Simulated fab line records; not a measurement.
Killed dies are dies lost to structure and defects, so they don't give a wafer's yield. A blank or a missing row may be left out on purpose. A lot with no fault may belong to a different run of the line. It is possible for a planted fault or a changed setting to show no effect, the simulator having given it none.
fab line records	flow sfq_line	part 2 of 2: steps 27 to 36 of 36
record: lots: 5	wafers: 15	last_day: 92
route steps=325 shown JJ@182 M5@198 A5B@209 R5@212
lots with no fault: from the same line, run without faults
start_h: start of the lot's first displayed wafer, in hours after the record's first day	wait_h: hours elapsed since this lot's preceding step	" same as the row above	L1.1+2: several wafers, shown together as one row	- no value present, or no start provided	* or withheld: withheld	< > ~ a bound
route shown NAME@n: names a module that has steps shown in the file, with the first one's number in the route	usual: mean/standard deviation of fault-free wafers	same: alike in all rows	chamber/n: place in a boat	sites: readings site by site	_std_site: their standard deviation	_edge_site: mean of outer sites minus mean of inner sites	radius_mm: for every site, how far away it sits from the centre of the wafer	mask NAME#n: copy n	behind: the last tool/chamber to shape the wafer	hold: the reason the lot was held/the length of the hold in hours/how it ended	device: which transistor (n, p or np) failed to switch	end of line: the tests these same wafers got at the end of their route	a step without rows: its recipe alone	killed: the dies lost at the first sort to structure and to defects; this is not the yield of the wafer	map: per-die view of a wafer (x killed, . not killed, _ where there is no die)
set.NAME: the setting the step ran with; set.NAME@STEP: the setting that earlier step ran with	model.NAME: the simulator's own value behind a step, which no gauge read
certain route steps with their lots: each step a table, each wafer a row
services: when a tool's chamber went out of use (start_h, in hours from the record's first day, below 0 if earlier), for how many hours, and the reason
== steps ==
step: SFQ_TRILAYER_A5B_DEP_PECVD_129
recipe: material: SiO2	temp_c: 150	time_s: 133.33	pressure_torr: 2.4	rf_w: 183.3	precursor: SiH4/N2O	target_thk_nm: 600
usual: heater_power_w: 86/9.8	throttle_valve_pct: 23.6/1
lot.wafer	tool	chamber	start_h	wait_h	heater_power_w	throttle_valve_pct
L076.1	pecvd-01	0	1356.87	0.0	83	23.3
L076.4	"	0	"	"	84	23.3
L076.5	"	2	"	"	88	22.8
L086.1	pecvd-01	1	1469.30	0.0	89	23.1
L086.5	"	2	"	"	87	23.0
L086.6	"	1	"	"	94	22.8
L088.2	pecvd-04	2	1581.06	0.0	66	26.3
L088.5	"	2	"	"	70	26.3
L088.6	"	1	"	"	65	24.9
L092.1	pecvd-01	2	1588.26	0.0	86	23.2
L092.5	"	1	"	"	99	23.3
L092.6	"	0	"	"	74	24.0
L094.1	pecvd-01	0	1590.66	0.0	82	23.9
L094.3	"	1	"	"	85	23.1
L094.6	"	0	"	"	87	24.0
step: SFQ_TRILAYER_A5B_CMP_CMP_130
recipe: stop_on: Nb	down_force_psi: 3	platen_rpm: 60	target_thk_nm: 340.7
usual: head_pressure_psi: 2.999/0.0073	motor_current_A: 10.5/1.3
lot.wafer	tool	chamber	start_h	wait_h	head_pressure_psi	motor_current_A
L076.4	cmp-02	2	1356.96	0.0	2.993	10.1
L076.1	"	0	1357.96	1.0	3.015	12.2
L076.5	"	3	1359.46	2.5	3.013	10.1
L086.1	cmp-01	0	1470.89	1.5	2.995	11.5
L086.5	"	1	"	"	2.993	10.9
L086.6	"	2	"	"	2.999	11.4
L088.2	cmp-02	2	1581.65	0.5	2.992	10.1
L088.6	"	1	1583.15	2.0	3.005	9.6
L088.5	"	2	"	"	3.000	9.6
L092.1	cmp-01	0	1591.35	3.0	2.989	10.8
L092.5	"	0	1593.35	5.0	3.002	11.7
L092.6	"	1	"	"	2.992	10.9
L094.1	cmp-02	0	1600.15	9.4	2.993	12.5
L094.3	"	3	1601.65	10.9	3.005	9.4
L094.6	"	1	1602.65	11.9	3.008	9.8
step: SFQ_TRILAYER_A5B_METRO_MEASURE_131
usual: thk_nm: 341/5.6
lot.wafer	tool	chamber	start_h	wait_h	thk_nm
L076.1	film_metro-04	-	1359.96	1.5	338
L076.4	"	-	"	"	351
L076.5	"	-	"	"	347
L086.1	film_metro-01	-	1472.39	1.0	343
L086.5	"	-	"	"	346
L086.6	"	-	"	"	339
L088.2	film_metro-04	-	1584.35	2.2	334
L088.5	"	-	"	"	347
L088.6	"	-	"	"	343
L092.1	film_metro-01	-	1594.35	2.5	344
L092.5	"	-	"	"	347
L092.6	"	-	"	"	349
L094.1	film_metro-04	-	1603.15	2.5	345
L094.3	"	-	"	"	338
L094.6	"	-	"	"	340
step: SFQ_TRILAYER_R5_DEP_SPUTTER_132
recipe: material: Ti	base_pressure_pa: 1.33e-06	target_thk_nm: 5	power_w: 2000	time_s: 5	chamber_pressure_pa: 0.4
usual: throttle_valve_pct: 29.9/0.84
lot.wafer	tool	chamber	start_h	wait_h	throttle_valve_pct
L076.1	pvd_sputter-05	-	1361.16	1.0	30.6
L076.4	"	-	"	"	30.1
L076.5	"	-	"	"	29.4
L086.1	pvd_sputter-03	-	1473.59	1.0	30.3
L086.5	"	-	"	"	30.2
L086.6	"	-	"	"	29.4
L088.2	pvd_sputter-05	-	1585.35	0.8	29.9
L088.5	"	-	"	"	30.1
L088.6	"	-	"	"	29.5
L092.1	pvd_sputter-04	-	1595.55	1.0	29.3
L092.5	"	-	"	"	30.4
L092.6	"	-	"	"	28.7
L094.1	pvd_sputter-04	-	1604.35	1.0	30.0
L094.3	"	-	"	"	31.4
L094.6	"	-	"	"	30.5
step: SFQ_TRILAYER_R5_DEP_SPUTTER_133
recipe: material: MoNx	base_pressure_pa: 1.33e-06	target_thk_nm: 40	power_w: 1000	time_s: 66.7	chamber_pressure_pa: 0.4
usual: throttle_valve_pct: 29.9/0.86
lot.wafer	tool	chamber	start_h	wait_h	throttle_valve_pct
L076.1	pvd_sputter-05	-	1361.18	0.0	30.8
L076.4	"	-	"	"	30.6
L076.5	"	-	"	"	29.3
L086.1	pvd_sputter-03	-	1473.61	0.0	30.3
L086.5	"	-	"	"	30.1
L086.6	"	-	"	"	29.5
L088.2	pvd_sputter-05	-	1585.37	0.0	29.9
L088.5	"	-	"	"	29.8
L088.6	"	-	"	"	29.2
L092.1	pvd_sputter-04	-	1595.57	0.0	29.2
L092.5	"	-	"	"	30.3
L092.6	"	-	"	"	28.8
L094.1	pvd_sputter-04	-	1604.37	0.0	30.2
L094.3	"	-	"	"	31.6
L094.6	"	-	"	"	30.6
step: SFQ_TRILAYER_R5_DEP_SPUTTER_134
recipe: material: Ti	base_pressure_pa: 1.33e-06	target_thk_nm: 5	power_w: 2000	time_s: 5	chamber_pressure_pa: 0.4
usual: throttle_valve_pct: 29.9/0.85
lot.wafer	tool	chamber	start_h	wait_h	throttle_valve_pct
L076.1	pvd_sputter-05	-	1361.24	0.0	30.9
L076.4	"	-	"	"	30.3
L076.5	"	-	"	"	29.4
L086.1	pvd_sputter-03	-	1473.66	0.0	30.5
L086.5	"	-	"	"	30.1
L086.6	"	-	"	"	29.7
L088.2	pvd_sputter-05	-	1585.42	0.0	29.8
L088.5	"	-	"	"	30.0
L088.6	"	-	"	"	29.5
L092.1	pvd_sputter-04	-	1595.62	0.0	29.2
L092.5	"	-	"	"	30.4
L092.6	"	-	"	"	28.5
L094.1	pvd_sputter-04	-	1604.42	0.0	30.2
L094.3	"	-	"	"	31.6
L094.6	"	-	"	"	30.3
step: SFQ_R5_RS_MEAS_933
recipe: thk_meas_gauge: four-point-probe	reads: Ti_of_TRILAYER_R5_DEP_SPUTTER_134+MoNx_of_TRILAYER_R5_DEP_SPUTTER_133+Ti_of_TRILAYER_R5_DEP_SPUTTER_132
usual: R5_MONX_RS: 7.07/0.072
lot.wafer	tool	chamber	start_h	wait_h	R5_MONX_RS[ohm/sq]
L076.1	film_metro-03	-	1361.26	0.0	7.21
L076.4	"	-	"	"	7.28
L076.5	"	-	"	"	7.25
L086.1	film_metro-03	-	1473.68	0.0	6.98
L086.5	"	-	"	"	6.98
L086.6	"	-	"	"	7.02
L088.2	film_metro-03	-	1585.46	0.0	7.08
L088.5	"	-	"	"	7.12
L088.6	"	-	"	"	7.12
L092.1	film_metro-03	-	1595.64	0.0	7.01
L092.5	"	-	"	"	6.95
L092.6	"	-	"	"	6.99
L094.1	film_metro-03	-	1604.44	0.0	7.01
L094.3	"	-	"	"	7.08
L094.6	"	-	"	"	7.00
step: SFQ_R5_THK_MEAS_934
recipe: thk_meas_gauge: xrf	reads: MoNx_of_TRILAYER_R5_DEP_SPUTTER_133
usual: R5_MONX_THK: 39.8/0.47
lot.wafer	tool	chamber	start_h	wait_h	R5_MONX_THK[nm]
L076.1	film_metro-03	-	1361.38	0.1	38.6
L076.4	"	-	"	"	38.3
L076.5	"	-	"	"	38.5
L086.1	film_metro-03	-	1473.80	0.1	40.1
L086.5	"	-	"	"	40.3
L086.6	"	-	"	"	40.2
L088.2	film_metro-03	-	1585.57	0.1	39.7
L088.5	"	-	"	"	39.1
L088.6	"	-	"	"	39.3
L092.1	film_metro-03	-	1595.76	0.1	39.9
L092.5	"	-	"	"	40.3
L092.6	"	-	"	"	39.9
L094.1	film_metro-03	-	1604.56	0.1	40.0
L094.3	"	-	"	"	39.6
L094.6	"	-	"	"	40.1
step: SFQ_TRILAYER_R5_LITHO_COAT_141
recipe: resist: BARC	spin_rpm: 3000	resist_thk_nm: 62
usual: spin_speed_rpm: 2999.8/2.3
lot.wafer	tool	chamber	start_h	wait_h	spin_speed_rpm
L076.1	litho_track-03	0	1361.44	0.1	3001.6
L076.4	"	0	"	"	3000.8
L076.5	"	0	"	"	3001.5
L086.1	litho_track-01	0	1473.86	0.1	2999.5
L086.5	"	0	"	"	2999.9
L086.6	"	0	"	"	2999.6
L088.2	litho_track-02	0	1585.67	0.1	3001.0
L088.5	"	0	"	"	3000.2
L088.6	"	0	"	"	2999.1
L092.1	litho_track-02	0	1595.82	0.1	2998.9
L092.5	"	0	"	"	3001.3
L092.6	"	0	"	"	3000.8
L094.1	litho_track-02	0	1604.62	0.1	2998.8
L094.3	"	0	"	"	2994.7
L094.6	"	0	"	"	2999.4
step: SFQ_TRILAYER_R5_LITHO_COAT_136
recipe: resist: KrF	spin_rpm: 3000	resist_thk_nm: 600
usual: spin_speed_rpm: 2999.7/2.2
lot.wafer	tool	chamber	start_h	wait_h	spin_speed_rpm
L076.1	litho_track-03	0	1361.74	0.2	2994.4
L076.4	"	0	"	"	2997.3
L076.5	"	0	"	"	3002.4
L086.1	litho_track-01	0	1474.16	0.2	2998.6
L086.5	"	0	"	"	2999.5
L086.6	"	0	"	"	3001.3
L088.2	litho_track-02	0	1585.97	0.2	2999.6
L088.5	"	0	"	"	3000.5
L088.6	"	0	"	"	3001.0
L092.1	litho_track-02	0	1596.12	0.2	3001.3
L092.5	"	0	"	"	3002.8
L092.6	"	0	"	"	2997.2
L094.1	litho_track-02	0	1604.92	0.2	2998.6
L094.3	"	0	"	"	3002.4
L094.6	"	0	"	"	3006.6
== services ==
tool	chamber	start_h	hours	kind
krf_scanner-02	-	1087.74	5.5	repair
krf_scanner-02	-	1104.92	0.3	repair
rie_metal-04	-	1114.09	28.1	pm
krf_scanner-02	-	1128.37	0.8	repair
krf_scanner-02	-	1153.15	1.3	pm
rie_metal-03	0	1154.76	14.4	repair
rie_metal-03	1	1192.11	18.5	repair
krf_scanner-02	-	1203.70	1.0	pm
krf_scanner-02	-	1213.88	0.8	pm
rie_metal-03	-	1232.35	14.6	pm
krf_scanner-02	-	1239.83	4.0	pm
rie_metal-04	-	1265.17	2.8	pm
rie_metal-04	-	1275.22	0.6	repair
krf_scanner-02	-	1328.88	1.3	pm
rie_metal-03	-	1345.24	10.6	repair
krf_scanner-02	-	1373.08	1.0	pm
krf_scanner-02	-	1382.07	0.8	pm
krf_scanner-02	-	1385.40	6.2	repair
rie_metal-04	1	1436.73	1.3	repair
krf_scanner-02	-	1504.62	1.3	pm
rie_metal-04	1	1511.06	3.7	repair
krf_scanner-02	-	1541.12	1.0	pm
krf_scanner-02	-	1551.13	0.8	pm
krf_scanner-02	-	1552.02	0.6	repair
